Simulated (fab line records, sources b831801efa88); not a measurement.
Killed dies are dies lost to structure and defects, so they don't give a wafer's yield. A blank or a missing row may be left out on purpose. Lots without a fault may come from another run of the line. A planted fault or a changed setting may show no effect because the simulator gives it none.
A struck lot beside a sound one | flow sky130 | 15 steps out of a route of 708
Sound: wafers L370.1, L370.3, L370.6. Struck: wafers L381.4, L381.5, L381.6. The cause comes at the end.
At each step with rows: each side's tool, then ch and its chambers, then its first start. Under that, the readings that differ: sound wafers | struck wafers | difference of the means | sigmas: that difference in standard deviations of wafers without a fault.
alike: readings whose means differ by less than 2 such deviations, and words and numbers that are the same on both sides. not compared: withheld readings, readings that some wafer has no value for, bounds like >300 that may hide the same value, and numbers for which the record gives no deviation and whose values overlap.
The two part at a step that has a row with sigmas, a row that says differs or no value, or rows on one side only. Numbers that don't overlap but have no deviation are shown without sigmas and don't part them. A reading that every wafer of one side lacks parts them only if that side has two wafers or more.

first, 2 steps without rows for these wafers: SKY_LDD_HVN_PEB_05; SKY_LDD_HVN_DEVELOP_06 (develop time 60 s).
SKY_LDD_HVN_OVL_MEAS_07:
  sound on overlay-01, day 20 21:55; struck on overlay-01, day 25 02:04
  alike: LDD_HVN_OVL
then, 1 step without rows for these wafers: SKY_LDD_HVN_IMPLANT_08.
SKY_LDD_HVN_STRIP_09: strips in O2/N2.
  sound on plasma_asher-02 ch 0,1, day 20 22:06; struck on plasma_asher-02 ch 0,1, day 25 02:16
  alike: drypump_motor_current_A, oes_product_au, strip_time_to_endpoint_s
  not compared: rf_hours_counter_h
SKY_LDD_HVN_TW_MEAS_10:
  sound on film_metro-01, day 20 22:12; struck on film_metro-04, day 25 02:22
  reading    | sound          | struck         | difference | sigmas
  LDD_HVN_TW | 1414 1416 1411 | 1445 1442 1444 | +30        | +2
then, 6 steps without rows for these wafers: SKY_LDD_HVP_DEHYDRATE_00 (time 60 s); SKY_LDD_HVP_HMDS_01 (prime time 60 s); SKY_LDD_HVP_COAT_02 (resist thk 300 nm); SKY_LDD_HVP_SOFTBAKE_03 (time 60 s); SKY_LDD_HVP_EXPOSE_04 (exposes mask HVPTM, target cd 700 nm); SKY_LDD_HVP_PEB_05.
SKY_LDD_HVP_DEVELOP_06: develop time 60 s.
  sound on litho_track-02 ch 0, day 22 04:55; struck on litho_track-02 ch 0, day 26 08:23
  reading              | sound             | struck            | difference | sigmas
  developer_temp_C (C) | 22.87 22.81 23.03 | 23.99 24.00 23.88 | +1.05      | +10
  alike: chill_plate_temp_C
SKY_LDD_HVP_OVL_MEAS_07:
  sound on overlay-02, day 22 05:04; struck on overlay-02, day 26 08:29
  alike: LDD_HVP_OVL
-- the record jumps here: 23 days lie between the struck wafers' starts before and after (it left off in module LDD_HVP and takes up again in module PAD_OPEN, whose first step shown is number 708 of the route) --
SKY_PAD_OPEN_PROBE_99:
  sound on prober-02, day 46 20:10; struck on prober-01, day 49 12:16
  alike: killed_at_M0_to_M3, killed_at_M4_up, killed_at_contacts, killed_at_front_end, killed_at_other, killed_dies, killed_open, killed_short

WHERE THEY PART
First at SKY_LDD_HVN_TW_MEAS_10; last, within this record, at SKY_LDD_HVP_DEVELOP_06. Later steps at which nothing parts them and some readings are alike: SKY_LDD_HVP_OVL_MEAS_07, SKY_PAD_OPEN_PROBE_99.

WHY: what the simulator had put in
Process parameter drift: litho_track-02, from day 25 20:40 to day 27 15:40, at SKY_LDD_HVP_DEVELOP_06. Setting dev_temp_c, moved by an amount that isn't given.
